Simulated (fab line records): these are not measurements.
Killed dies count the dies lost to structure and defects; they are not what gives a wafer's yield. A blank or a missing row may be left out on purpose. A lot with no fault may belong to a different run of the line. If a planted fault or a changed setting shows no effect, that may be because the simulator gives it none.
Chamber matching | flow sky130 | SKY_VIA2_CMP_24 on cmp-02: 4 sister chambers
The step polishes, stops on SiO2, t overpolish 20 s, target thk 0 nm. 33 wafers are shown with their chamber, then 12 later ones without.

WAFERS, EACH WITH ITS CHAMBER
wafer  | chamber | motor current A (A) | time to endpoint s (s) | overpolish run s (s)
L075.2 | 2       | 10.7                | 107                    | 20.006
L075.3 | 0       | 11.3                | 99                     | 20.015
L075.6 | 2       | 9.8                 | 108                    | 20.006
L076.2 | 1       | 11.4                | 102                    | 20.006
L076.4 | 3       | 10.0                | 100                    | 20.004
L076.6 | 1       | 11.5                | 101                    | 19.989
L077.2 | 1       | 12.2                | 103                    | 19.996
L077.4 | 3       | 9.8                 | 99                     | 20.011
L077.6 | 2       | 10.1                | 110                    | 20.014
L078.2 | 0       | 10.7                | 101                    | 19.997
L078.4 | 3       | 10.2                | 106                    | 20.015
L078.5 | 3       | 10.5                | 104                    | 19.994
L080.2 | 0       | 11.0                | 97                     | 20.001
L080.5 | 2       | 10.6                | 105                    | 20.007
L080.6 | 3       | 10.5                | 102                    | 19.994
L081.2 | 3       | 10.7                | 101                    | 20.005
L081.3 | 1       | 12.2                | 106                    | 19.998
L081.6 | 1       | 10.9                | 103                    | 19.989
L084.1 | 2       | 9.8                 | 110                    | 20.011
L084.2 | 0       | 11.6                | 96                     | 20.006
L084.3 | 1       | 11.6                | 97                     | 20.007
L085.2 | 1       | 10.7                | 102                    | 19.997
L085.3 | 3       | 10.5                | 99                     | 19.997
L085.6 | 0       | 11.2                | 96                     | 20.006
L087.3 | 3       | 10.4                | 101                    | 19.992
L087.5 | 1       | 11.8                | 104                    | 20.001
L087.6 | 2       | 10.0                | 113                    | 19.988
L088.1 | 2       | 10.7                | 111                    | 20.010
L088.3 | 0       | 11.3                | 105                    | 19.999
L088.6 | 3       | 10.1                | 107                    | 19.998
L089.1 | 2       | 10.4                | 110                    | 19.994
L089.3 | 3       | 10.6                | 101                    | 19.993
L089.5 | 0       | 11.5                | 101                    | 20.003

SIGNATURES (averages over the wafers above)
reading            | chamber 0 | chamber 1 | chamber 2 | chamber 3 | scatter within a chamber
motor current A    | 11.229    | 11.537    | 10.262    | 10.330    | 0.391
time to endpoint s | 99.29     | 102.25    | 109.25    | 102.00    | 2.79
overpolish run s   | 20.00386  | 19.99788  | 20.00450  | 20.00030  | 0.0076
Rule: a wafer lies at a distance from a chamber equal to the root of the sum of squares, over the readings, of (its reading less the chamber's mean, divided by the reading's scatter). If the next closest chamber is less than 2 further off than the closest, the wafer can't be placed; otherwise it belongs to the closest. The scatter: the root of (the sum of the squares of (reading less its chamber's mean) over the shown wafers, divided by (wafers less chambers)).

WAFERS WITHOUT THEIR CHAMBER
wafer  | motor current A (A) | time to endpoint s (s) | overpolish run s (s)
L090.3 | 9.9                 | 112                    | 20.005
L090.5 | 11.0                | 103                    | 19.999
L090.6 | 9.8                 | 101                    | 20.003
L093.2 | 10.1                | 112                    | 19.997
L093.5 | 11.4                | 106                    | 19.989
L093.6 | 11.7                | 108                    | 19.988
L094.1 | 10.4                | 112                    | 20.003
L094.4 | 12.0                | 107                    | 20.005
L094.5 | 11.1                | 104                    | 19.993
L096.1 | 10.0                | 101                    | 19.996
L096.5 | 9.6                 | 112                    | 19.984
L096.6 | 12.0                | 107                    | 20.014

WHICH CHAMBER EACH ONE RAN IN
wafer  | from the rows above               | in truth
L090.3 | 2                                 | 2
L090.5 | can't be placed: 1 or 0 or 3 or 2 | 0
L090.6 | can't be placed: 3 or 2           | 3
L093.2 | 2                                 | 2
L093.5 | can't be placed: 1 or 0 or 3 or 2 | 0
L093.6 | can't be placed: 1 or 0 or 2 or 3 | 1
L094.1 | 2                                 | 2
L094.4 | can't be placed: 1 or 0           | 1
L094.5 | can't be placed: 1 or 0 or 3 or 2 | 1
L096.1 | 3                                 | 3
L096.5 | can't be placed: 2 or 3           | 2
L096.6 | can't be placed: 1 or 0 or 2      | 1
Placed correctly: 4 of 12. Unplaceable from these rows: 8, with the true chamber sitting among the candidates in 8. 0 placed wrongly.
